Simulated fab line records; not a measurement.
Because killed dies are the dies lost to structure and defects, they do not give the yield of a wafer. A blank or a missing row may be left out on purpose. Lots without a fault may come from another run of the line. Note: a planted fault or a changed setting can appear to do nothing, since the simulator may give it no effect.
A struck lot beside a sound one -- flow sky130 -- 26 out of 708 route steps
Sound: these wafers, L125.3, L125.4, L125.6. The struck wafers were L113.2, L113.3, L113.5. The cause is given at the end.
Per side, at each step with rows, come the tool, then ch with its chambers, and then its first start. Under that, the readings that differ: sound wafers -- struck wafers -- difference of the means -- sigmas: that difference in standard deviations of wafers without a fault.
alike: readings with means less than 2 such deviations apart, plus words and numbers identical on both sides. not compared: withheld readings, readings lacking a value on some wafer, bounds such as >300 that could conceal the same value, and numbers that have no deviation in the record and whose values overlap.
Wherever a step has rows on one side only, a row that says differs or no value, or a row with sigmas, the two part there. Non-overlapping numbers with no deviation appear without sigmas and do not part them. A reading that every wafer of one side lacks parts them only if that side has two wafers or more.

first, 1 step without rows for these wafers: SKY_VT_ADJUST_HVTP_IMPLANT_09.
SKY_VT_ADJUST_HVTP_STRIP_10: strips in O2/N2.
  sound on plasma asher-01 ch 0,1, day 10 10:40; struck on plasma asher-01 ch 0,1, day 7 12:53
  alike: chamber pressure mTorr, drypump motor current A, oes product au, strip time to endpoint s
  not compared: rf hours counter h
SKY_VT_ADJUST_HVTP_TW_MEAS_11:
  sound: film metro-01 at day 10 10:45; struck: film metro-03 at day 7 13:00
reading,sound,struck,difference,sigmas
VT_ADJUST_HVTP_TW,1380 1385 1374,1360 1355 1363,-20,-3
then, 7 steps without rows for these wafers: SKY_VT_ADJUST_LVTN_DEHYDRATE_00 (time 60 s); SKY_VT_ADJUST_LVTN_HMDS_01 (prime time 60 s); SKY_VT_ADJUST_LVTN_COAT_02 (resist thk 3000 nm); SKY_VT_ADJUST_LVTN_SOFTBAKE_03; SKY_VT_ADJUST_LVTN_EXPOSE_04 (exposes mask NWM COMPLEMENT LESS NATIVE, target cd 840 nm); SKY_VT_ADJUST_LVTN_PEB_05; SKY_VT_ADJUST_LVTN_DEVELOP_06 (develop time 60 s).
SKY_VT_ADJUST_LVTN_OVL_MEAS_07:
  sound: overlay-02 at day 11 10:05; struck: overlay-01 at day 8 08:14
  alike: VT_ADJUST_LVTN_OVL
then, 1 step without rows for these wafers: SKY_VT_ADJUST_LVTN_IMPLANT_08.
SKY_VT_ADJUST_LVTN_STRIP_09: strips in O2/N2.
  sound on plasma asher-01 ch 0,1, day 11 10:17; struck on plasma asher-01 ch 0, day 8 08:25
  no value came back on the struck wafers for chamber pressure mTorr (mTorr), drypump motor current A (A), oes product au (a.u.), strip time to endpoint s (s); on the sound wafers chamber pressure mTorr (mTorr) reads 1501.9 1501.3 1502.9
reading,sound,struck,difference,sigmas
model.coat_of_VT_ADJUST_LVTN_COAT_02.thk nm (nm),0 0 0,2982 2984 2992,+2986,
  not compared: rf hours counter h
SKY_VT_ADJUST_LVTN_TW_MEAS_10:
  sound: film metro-02 at day 11 10:23; struck: film metro-01 at day 8 08:31
reading,sound,struck,difference,sigmas
VT_ADJUST_LVTN_TW,240.5 239.6 241.4,244.9 244.5 245.2,+4.4,+2
then, 7 steps without rows for these wafers: SKY_VT_ADJUST_LVTN_DEHYDRATE_11 (time 60 s); SKY_VT_ADJUST_LVTN_HMDS_12 (prime time 60 s); SKY_VT_ADJUST_LVTN_COAT_13 (resist thk 1140 nm); SKY_VT_ADJUST_LVTN_SOFTBAKE_14 (time 57.94 s); SKY_VT_ADJUST_LVTN_EXPOSE_15 (exposes mask HVN STD DERIVED, target cd 600 nm); SKY_VT_ADJUST_LVTN_PEB_16; SKY_VT_ADJUST_LVTN_DEVELOP_17 (develop time 60 s).
SKY_VT_ADJUST_LVTN_OVL_MEAS_18:
  sound: overlay-02 at day 12 10:56; struck: overlay-01 at day 9 05:43
  alike: VT_ADJUST_LVTN_01_OVL
then, 1 step without rows for these wafers: SKY_VT_ADJUST_LVTN_IMPLANT_19.
SKY_VT_ADJUST_LVTN_STRIP_20: strips in O2/N2.
  sound on plasma asher-04 ch 0,1, day 12 11:08; struck on plasma asher-01 ch 0,1, day 9 05:54
reading,sound,struck,difference,sigmas
oes product au (a.u.),0.707 0.713 0.719,0.733 0.727 0.737,+0.019,+5
strip time to endpoint s (s),14.23 14.16 14.19,58.52 58.49 58.61,+44.35,+99 or more
  alike: chamber pressure mTorr, drypump motor current A
  not compared: rf hours counter h
SKY_VT_ADJUST_LVTN_TW_MEAS_21:
  sound: film metro-04 at day 12 11:14; struck: film metro-04 at day 9 06:01
reading,sound,struck,difference,sigmas
VT_ADJUST_LVTN_2_TW,191.3 190.0 190.6,30.2 30.1 30.1,-160.5,-99 or more
then, 1 step without rows for these wafers: SKY_VT_ADJUST_NCORE_DEHYDRATE_00 (time 60 s).

WHERE THEY PART
At SKY_VT_ADJUST_HVTP_TW_MEAS_11 first; at SKY_VT_ADJUST_LVTN_TW_MEAS_21 last (within this record only).

WHY: whatever the simulator had introduced
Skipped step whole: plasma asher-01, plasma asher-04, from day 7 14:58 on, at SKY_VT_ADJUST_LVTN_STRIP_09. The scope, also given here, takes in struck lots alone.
